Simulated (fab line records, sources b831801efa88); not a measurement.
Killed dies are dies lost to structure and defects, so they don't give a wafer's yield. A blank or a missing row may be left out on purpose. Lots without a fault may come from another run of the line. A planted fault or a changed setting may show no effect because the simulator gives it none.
One fault seen from 2 desks | flow gf180mcu | each desk has only its own numbers; what lay behind them comes last

THE TOOL OWNER'S DESK: plasma_asher-03
The tool's own readings at GF_M1_STRIP_17 (strips in O2/N2): means of the sampled wafers that have a number, for each lot that ran on this tool. A lot is out of limits, marked OUT, if its mean lies more than 4 standard deviations from the usual mean; the brackets give that distance.
Columns: A = drypump_motor_current_A at GF_M1_STRIP_17, usual 6.01 A; B = heater_power_w at GF_M1_STRIP_17, usual 333 W; C = oes_product_au at GF_M1_STRIP_17, usual 0.537 a.u.; D = strip_time_to_endpoint_s at GF_M1_STRIP_17, usual 7.38 s
lot  | first seen here | A    | B   | C     | D
L776 | day 17 09:34    | 5.86 | 347 | 0.541 | 7.51
L779 | day 17 23:48    | 6.07 | 328 | 0.537 | 7.44
L786 | day 21 08:56    | 5.97 | 342 | 0.538 | 7.48
L788 | day 21 19:40    | 5.97 | 344 | 0.544 | 7.55
This desk's finding: nothing out of limits on any of the 4 lots.

THE METROLOGY DESK
What the gauges read, lot by lot, whatever tool the lot ran on: means of the sampled wafers that have a number. A lot is out of limits, marked OUT, if its mean lies more than 4 standard deviations from the usual mean; the brackets give that distance.
Columns: A = CONTACT_W_RS at GF_CONTACT_RS_MEAS_25, usual 0.379 ohm/sq
lot  | first seen here | A
L776 | day 16 09:45    | 0.380
L778 | day 16 16:15    | 0.380
L779 | day 17 00:24    | 0.383
L781 | day 17 22:14    | 0.375
L782 | day 18 15:32    | 0.383
L786 | day 20 07:55    | 0.377
L788 | day 20 18:46    | 0.372
L791 | day 22 02:10    | 0.378
L794 | day 22 18:26    | 0.377
L795 | day 23 05:33    | 0.383
L797 | day 23 19:47    | 0.381
L798 | day 24 02:27    | 0.378
L799 | day 24 03:40    | 0.377
This desk's finding: nothing out of limits on any of the 13 lots.

PUT TOGETHER
The tool owner's desk saw nothing out of limits.
The metrology desk saw nothing out of limits.

WHAT THE SIMULATOR HAD PUT IN
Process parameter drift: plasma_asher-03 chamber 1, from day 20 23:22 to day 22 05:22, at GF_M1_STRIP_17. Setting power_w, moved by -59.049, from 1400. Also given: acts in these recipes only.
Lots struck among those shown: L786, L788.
